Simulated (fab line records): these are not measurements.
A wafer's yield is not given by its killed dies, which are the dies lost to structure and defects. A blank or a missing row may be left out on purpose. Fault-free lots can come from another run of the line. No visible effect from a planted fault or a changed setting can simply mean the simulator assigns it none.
fab line records || flow sfq-line
[record] {"lots": 14, "wafers": 42, "last-day": 87}
route steps=325 shown M6@260
lots with no fault: from the same line, run without faults
start-h: the number of hours between the record's first day and the start of the first shown wafer of the lot || wait-h: hours elapsed since this lot's preceding step || " same as the row above || L1.1+2: a row that stands for several wafers || - either no value or no given start || * or withheld: withheld || < > ~ a bound
route shown NAME@n: NAME is a module with steps in the file, n the number in the route of the first one || usual: the fault-free wafers' mean and standard deviation || same: alike in all rows || chamber/n: place in a boat || sites: readings site by site || _std_site: standard deviation across them || _edge_site: outer sites' mean less inner sites' || radius-mm: how far each site lies from the wafer's centre || mask NAME#n: copy n || behind: tool/chamber where the wafer was last shaped || hold: cause of the lot's hold/its duration in hours/its outcome || device: whichever transistor did not switch (one of n, p or np) || end of line: the route-end tests of the same wafers || a step without rows: its recipe alone || killed: dies lost to structure and defects at the first sort, not the wafer's yield || map: per-die view of a wafer (x killed, . not killed, _ where there is no die)
set.NAME: the run value of the setting; set.NAME@STEP: its run value at that earlier step || model.NAME: the simulator's own value behind a step, which no gauge read
one table for each step of the route and one row for each wafer, over a sample of lots
[[steps]]
[step SFQ_TRILAYER_M6_LITHO_DEVELOP_161]
[recipe] {"time-s": 60, "resist": "KrF"}
[usual] {"chill-plate-temp-C": "23.00/0.11", "exhaust-pa": "44.9/0.86"}
{"lot.wafer": "L394.1", "tool": "litho-track-04", "chamber": 0, "start-h": 1557.40, "wait-h": 0.1, "chill-plate-temp-C": 23.12, "exhaust-pa": 45.4}
{"lot.wafer": "L394.5", "tool": "litho-track-04", "chamber": 0, "start-h": 1557.40, "wait-h": 0.1, "chill-plate-temp-C": 23.10, "exhaust-pa": 44.8}
{"lot.wafer": "L394.6", "tool": "litho-track-04", "chamber": 0, "start-h": 1557.40, "wait-h": 0.1, "chill-plate-temp-C": 23.17, "exhaust-pa": 44.3}
{"lot.wafer": "L395.1", "tool": "litho-track-04", "chamber": 0, "start-h": 1562.20, "wait-h": 0.1, "chill-plate-temp-C": 23.00, "exhaust-pa": 44.1}
{"lot.wafer": "L395.3", "tool": "litho-track-04", "chamber": 0, "start-h": 1562.20, "wait-h": 0.1, "chill-plate-temp-C": 22.95, "exhaust-pa": 46.4}
{"lot.wafer": "L395.4", "tool": "litho-track-04", "chamber": 0, "start-h": 1562.20, "wait-h": 0.1, "chill-plate-temp-C": 23.16, "exhaust-pa": 45.8}
{"lot.wafer": "L399.1", "tool": "litho-track-01", "chamber": 0, "start-h": 1797.13, "wait-h": 0.1, "chill-plate-temp-C": 23.25, "exhaust-pa": 44.6}
{"lot.wafer": "L399.2", "tool": "litho-track-01", "chamber": 0, "start-h": 1797.13, "wait-h": 0.1, "chill-plate-temp-C": 22.96, "exhaust-pa": 45.3}
{"lot.wafer": "L399.4", "tool": "litho-track-01", "chamber": 0, "start-h": 1797.13, "wait-h": 0.1, "chill-plate-temp-C": 23.17, "exhaust-pa": 45.5}
{"lot.wafer": "L400.2", "tool": "litho-track-03", "chamber": "-", "start-h": 1800.76, "wait-h": 0.1, "chill-plate-temp-C": "-", "exhaust-pa": "-"}
{"lot.wafer": "L400.4", "tool": "litho-track-03", "chamber": "-", "start-h": 1800.76, "wait-h": 0.1, "chill-plate-temp-C": "-", "exhaust-pa": "-"}
{"lot.wafer": "L400.6", "tool": "litho-track-03", "chamber": "-", "start-h": 1800.76, "wait-h": 0.1, "chill-plate-temp-C": "-", "exhaust-pa": "-"}
{"lot.wafer": "L401.2", "tool": "litho-track-01", "chamber": "-", "start-h": 1891.74, "wait-h": 0.1, "chill-plate-temp-C": "-", "exhaust-pa": "-"}
{"lot.wafer": "L401.4", "tool": "litho-track-01", "chamber": "-", "start-h": 1891.74, "wait-h": 0.1, "chill-plate-temp-C": "-", "exhaust-pa": "-"}
{"lot.wafer": "L401.6", "tool": "litho-track-01", "chamber": "-", "start-h": 1891.74, "wait-h": 0.1, "chill-plate-temp-C": "-", "exhaust-pa": "-"}
{"lot.wafer": "L402.3", "tool": "litho-track-01", "chamber": 0, "start-h": 1897.76, "wait-h": 0.1, "chill-plate-temp-C": 23.01, "exhaust-pa": 45.8}
{"lot.wafer": "L402.4", "tool": "litho-track-01", "chamber": 0, "start-h": 1897.76, "wait-h": 0.1, "chill-plate-temp-C": 22.99, "exhaust-pa": 45.6}
{"lot.wafer": "L402.5", "tool": "litho-track-01", "chamber": 0, "start-h": 1897.76, "wait-h": 0.1, "chill-plate-temp-C": 22.90, "exhaust-pa": 46.1}
{"lot.wafer": "L409.1", "tool": "litho-track-01", "chamber": 0, "start-h": 1928.52, "wait-h": 0.1, "chill-plate-temp-C": 22.94, "exhaust-pa": 44.0}
{"lot.wafer": "L409.3", "tool": "litho-track-01", "chamber": 0, "start-h": 1928.52, "wait-h": 0.1, "chill-plate-temp-C": 22.82, "exhaust-pa": 43.9}
{"lot.wafer": "L409.6", "tool": "litho-track-01", "chamber": 0, "start-h": 1928.52, "wait-h": 0.1, "chill-plate-temp-C": 22.94, "exhaust-pa": 45.8}
{"lot.wafer": "L411.1", "tool": "litho-track-01", "chamber": 0, "start-h": 1942.92, "wait-h": 0.1, "chill-plate-temp-C": 22.75, "exhaust-pa": 45.1}
{"lot.wafer": "L411.3", "tool": "litho-track-01", "chamber": 0, "start-h": 1942.92, "wait-h": 0.1, "chill-plate-temp-C": 22.93, "exhaust-pa": 45.0}
{"lot.wafer": "L411.4", "tool": "litho-track-01", "chamber": 0, "start-h": 1942.92, "wait-h": 0.1, "chill-plate-temp-C": 22.99, "exhaust-pa": 44.8}
{"lot.wafer": "L412.2", "tool": "litho-track-01", "chamber": 0, "start-h": 1944.14, "wait-h": 0.1, "chill-plate-temp-C": 22.89, "exhaust-pa": 43.6}
{"lot.wafer": "L412.3", "tool": "litho-track-01", "chamber": 0, "start-h": 1944.14, "wait-h": 0.1, "chill-plate-temp-C": 22.86, "exhaust-pa": 45.6}
{"lot.wafer": "L412.6", "tool": "litho-track-01", "chamber": 0, "start-h": 1944.14, "wait-h": 0.1, "chill-plate-temp-C": 22.91, "exhaust-pa": 47.1}
{"lot.wafer": "L413.1", "tool": "litho-track-01", "chamber": 0, "start-h": 1948.16, "wait-h": 0.1, "chill-plate-temp-C": 22.98, "exhaust-pa": 44.5}
{"lot.wafer": "L413.4", "tool": "litho-track-01", "chamber": 0, "start-h": 1948.16, "wait-h": 0.1, "chill-plate-temp-C": 22.94, "exhaust-pa": 44.7}
{"lot.wafer": "L413.5", "tool": "litho-track-01", "chamber": 0, "start-h": 1948.16, "wait-h": 0.1, "chill-plate-temp-C": 23.07, "exhaust-pa": 43.6}
{"lot.wafer": "L414.2", "tool": "litho-track-01", "chamber": 0, "start-h": 1954.18, "wait-h": 0.1, "chill-plate-temp-C": 23.01, "exhaust-pa": 45.9}
{"lot.wafer": "L414.3", "tool": "litho-track-01", "chamber": 0, "start-h": 1954.18, "wait-h": 0.1, "chill-plate-temp-C": 23.00, "exhaust-pa": 46.7}
{"lot.wafer": "L414.4", "tool": "litho-track-01", "chamber": 0, "start-h": 1954.18, "wait-h": 0.1, "chill-plate-temp-C": 22.98, "exhaust-pa": 47.4}
{"lot.wafer": "L415.1", "tool": "litho-track-03", "chamber": 0, "start-h": 1956.56, "wait-h": 0.1, "chill-plate-temp-C": 23.03, "exhaust-pa": 44.6}
{"lot.wafer": "L415.3", "tool": "litho-track-03", "chamber": 0, "start-h": 1956.56, "wait-h": 0.1, "chill-plate-temp-C": 23.06, "exhaust-pa": 45.2}
{"lot.wafer": "L415.5", "tool": "litho-track-03", "chamber": 0, "start-h": 1956.56, "wait-h": 0.1, "chill-plate-temp-C": 23.13, "exhaust-pa": 46.1}
{"lot.wafer": "L416.1", "tool": "litho-track-03", "chamber": 0, "start-h": 1958.96, "wait-h": 0.1, "chill-plate-temp-C": 23.04, "exhaust-pa": 43.2}
{"lot.wafer": "L416.3", "tool": "litho-track-03", "chamber": 0, "start-h": 1958.96, "wait-h": 0.1, "chill-plate-temp-C": 23.03, "exhaust-pa": 43.9}
{"lot.wafer": "L416.6", "tool": "litho-track-03", "chamber": 0, "start-h": 1958.96, "wait-h": 0.1, "chill-plate-temp-C": 23.01, "exhaust-pa": 44.3}
{"lot.wafer": "L417.2", "tool": "litho-track-01", "chamber": 0, "start-h": 1962.58, "wait-h": 0.1, "chill-plate-temp-C": 22.90, "exhaust-pa": 43.9}
{"lot.wafer": "L417.5", "tool": "litho-track-01", "chamber": 0, "start-h": 1962.58, "wait-h": 0.1, "chill-plate-temp-C": 22.93, "exhaust-pa": 43.7}
{"lot.wafer": "L417.6", "tool": "litho-track-01", "chamber": 0, "start-h": 1962.58, "wait-h": 0.1, "chill-plate-temp-C": 23.10, "exhaust-pa": 45.3}
[[key]]
[first-sign] {"step": "SFQ_TRILAYER_M6_LITHO_DEVELOP_161", "reading": "tool-record", "direction": "missing"}
effect none on later readings
met-at SFQ_TRILAYER_M6_LITHO_DEVELOP_161
struck-lots L400,L401
onset-between 1797.13 1800.76
[fault] {"kind": "skipped-step-whole", "tool": "litho-track-01,litho-track-03", "chamber": "-", "onset-h": 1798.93, "steps": "SFQ_TRILAYER_M6_LITHO_DEVELOP_161", "scope": "struck-lots-only"}
